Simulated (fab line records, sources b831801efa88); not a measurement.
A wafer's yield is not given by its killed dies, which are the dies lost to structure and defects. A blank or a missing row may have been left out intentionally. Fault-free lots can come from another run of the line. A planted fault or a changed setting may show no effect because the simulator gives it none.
Chamber matching | flow sky130 | SKY_VIA3_CMP_02 on cmp-01: 4 sister chambers
The step polishes SiO2. 14 wafers are shown with their chamber, then 7 later ones without.

## WAFERS WITH THEIR CHAMBER
wafer  | chamber | motor current A (A)
L313.1 | 3       | 12.4
L313.3 | 2       | 12.2
L313.5 | 3       | 12.3
L312.1 | 3       | 12.1
L312.2 | 2       | 12.8
L312.4 | 1       | 12.1
L314.1 | 0       | 12.2
L314.2 | 2       | 12.4
L314.6 | 0       | 11.9
L325.2 | 0       | 12.0
L325.5 | 0       | 11.8
L325.6 | 3       | 12.0
L326.1 | 0       | 11.9
L326.2 | 3       | 12.5

SIGNATURES (averages over the wafers above)
reading         | chamber 0 | chamber 1 | chamber 2 | chamber 3 | scatter within a chamber
motor current A | 11.960    | 12.100    | 12.467    | 12.260    | 0.212
Rule: for a wafer and a chamber, the distance is found by dividing, reading by reading, the gap between the wafer's reading and the chamber's mean by the reading's scatter, squaring, summing and taking the root. The wafer belongs to the nearest chamber; if the next one is less than 2 further off, it can't be placed. The scatter: take each reading less its chamber's mean, square it, sum over the shown wafers, divide by the number of wafers less the number of chambers, and take the root.

## WAFERS MISSING THEIR CHAMBER
wafer  | motor current A (A)
L326.6 | 12.3
L332.2 | 12.9
L332.3 | 12.4
L332.5 | 12.7
L333.2 | 12.8
L333.3 | 13.1
L333.5 | 12.1

## THE CHAMBER EACH PASSED THROUGH
wafer  | from the rows above               | in truth
L326.6 | can't be placed: 3 or 2 or 1 or 0 | 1
L332.2 | can't be placed: 2 or 3 or 1      | 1
L332.3 | can't be placed: 2 or 3 or 1 or 0 | 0
L332.5 | can't be placed: 2 or 3 or 1      | 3
L333.2 | can't be placed: 2 or 3 or 1      | 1
L333.3 | can't be placed: 2 or 3 or 1      | 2
L333.5 | can't be placed: 1 or 0 or 3 or 2 | 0
0 of 7 placed correctly. Unplaceable from these rows: 7, with the true chamber sitting among the candidates in 7. Placed wrongly: 0.
